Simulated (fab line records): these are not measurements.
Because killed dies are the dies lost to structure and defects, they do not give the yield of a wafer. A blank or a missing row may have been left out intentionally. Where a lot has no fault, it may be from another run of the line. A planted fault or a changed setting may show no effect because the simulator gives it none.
A struck lot beside a sound one / flow sky130 / 17 out of 708 route steps
Sound: wafers L390.1, L390.2, L390.4. Wafers L403.1, L403.4, L403.6 were the ones struck. At the end, the cause is stated.
Order at every step that has rows: each side's tool, ch and its chambers, its first start. Under that, the readings that differ: sound wafers / struck wafers / difference of the means / sigmas: that difference in standard deviations of wafers without a fault.
alike: a reading whose means differ by less than 2 such deviations, as well as words and numbers matching on both sides. not compared: withheld readings; readings where some wafer has no value; bounds like >300 that might hide an equal value; numbers whose values overlap and for which the record gives no deviation.
Wherever a step has rows on one side only, a row that says differs or no value, or a row with sigmas, the two part there. Numbers that don't overlap but have no deviation are shown without sigmas and don't part them. Lack of a reading on every wafer of one side parts them only where that side has two or more wafers.

SKY_METAL4_SPUTTER_04: material TiN, target thk 70 nm, time 58.3 s.
  struck on pvd sputter-02, day 43 22:53; sound on pvd sputter-04, day 40 01:25
  alike: throttle valve pct
SKY_CAP2M_CVD_00: deposits SiO2, target thk 15.5 nm.
  sound on pecvd-03 ch 0,1, day 40 01:28; struck on pecvd-02 ch 0,1, day 43 22:56
reading=heater power w (W); sound=707 888 881; struck=557 720 581; difference=-206; sigmas=-2
SKY_CAP2M_THK_MEAS_01:
  struck on film metro-04, day 43 22:58; sound on film metro-02, day 40 01:29
  alike: CAP2M_CVD_00_THK
SKY_CAP2M_SPUTTER_02: material TiN, target thk 200 nm, time 166.7 s.
  struck on pvd sputter-04, day 43 23:01; sound on pvd sputter-03, day 40 01:33
  alike: throttle valve pct
SKY_CAP2M_RS_MEAS_03: uses a four-point probe to measure.
  struck on film metro-01, day 43 23:08; sound on film metro-01, day 40 01:40
  alike: CAP2M_TIN_RS
SKY_CAP2M_THK_MEAS_04: measures by xrf.
  struck on film metro-01, day 43 23:15; sound on film metro-01, day 40 01:47
  alike: CAP2M_TIN_THK
then, 6 steps without rows for these wafers: SKY_CAP2M_DEHYDRATE_05 (time 60 s); SKY_CAP2M_HMDS_06 (prime time 60 s); SKY_CAP2M_COAT_07 (resist thk 1140 nm); SKY_CAP2M_SOFTBAKE_08 (time 60 s); SKY_CAP2M_EXPOSE_09 (exposes mask CAP2M, target cd 1000 nm); SKY_CAP2M_PEB_10.
SKY_CAP2M_DEVELOP_11: develop time 60 s.
  sound on litho track-01 ch 0, day 41 01:53; struck on litho track-01 ch 0, day 44 21:14
SKY_CAP2M_OVL_MEAS_12:
  struck on overlay-02, day 44 21:23; sound on overlay-02, day 41 02:02
  alike: CAP2M_OVL
SKY_CAP2M_METAL_ETCH_13: etches TiN in Cl2/BCl3, stops on SiO2, target depth 220 nm, time 62.9 s.
  sound on rie metal-01 ch 0,1, day 41 02:04; struck on rie metal-04 ch 0,1, day 44 21:25
reading=model.CAP2M.cd nm (nm); sound=1002 1001 998.8; struck=993.8 996.6 995.5; difference=-5.3; sigmas=
  alike: drypump motor current A, oes product au, throttle valve pct
  not compared: rf hours counter h
SKY_CAP2M_STRIP_14: strips in O2/N2.
  sound on plasma asher-02 ch 0,1, day 41 02:08; struck on plasma asher-02 ch 1, day 44 21:29
  alike: drypump motor current A, oes product au, strip time to endpoint s
  not compared: rf hours counter h
-- the record jumps here: 4 days lie between the struck wafers' starts before and after (it left off in module CAP2M and takes up again in module PAD_OPEN, whose first step shown is number 708 of the route) --
SKY_PAD_OPEN_PROBE_99:
  struck on prober-02, day 49 07:13; sound on prober-02, day 46 02:55
reading=defect limited yield (%); sound=83.1 83.7 85.8; struck=80.7 80.5 79.9; difference=-3.8; sigmas=-2
reading=killed dies; sound=83 80 70; struck=95 96 99; difference=+19; sigmas=+2
reading=killed short; sound=35 36 28; struck=43 44 51; difference=+13; sigmas=+2
reading=sort n pass; sound=409 412 422; struck=397 396 393; difference=-19; sigmas=-2
reading=sort yield pct (%); sound=83.1 83.7 85.8; struck=80.7 80.5 79.9; difference=-3.8; sigmas=-2
  alike: killed_at_M0_to_M3, killed_at_M4_up, killed at contacts, killed at front end, killed at other, killed open, sort_bin_3_pad_short, sort_bin_5_function, sort_bin_6_memory

== WHERE THEY PART ==
Earliest at SKY_CAP2M_CVD_00; latest, in this record, at SKY_PAD_OPEN_PROBE_99.

WHY: whatever the simulator had introduced
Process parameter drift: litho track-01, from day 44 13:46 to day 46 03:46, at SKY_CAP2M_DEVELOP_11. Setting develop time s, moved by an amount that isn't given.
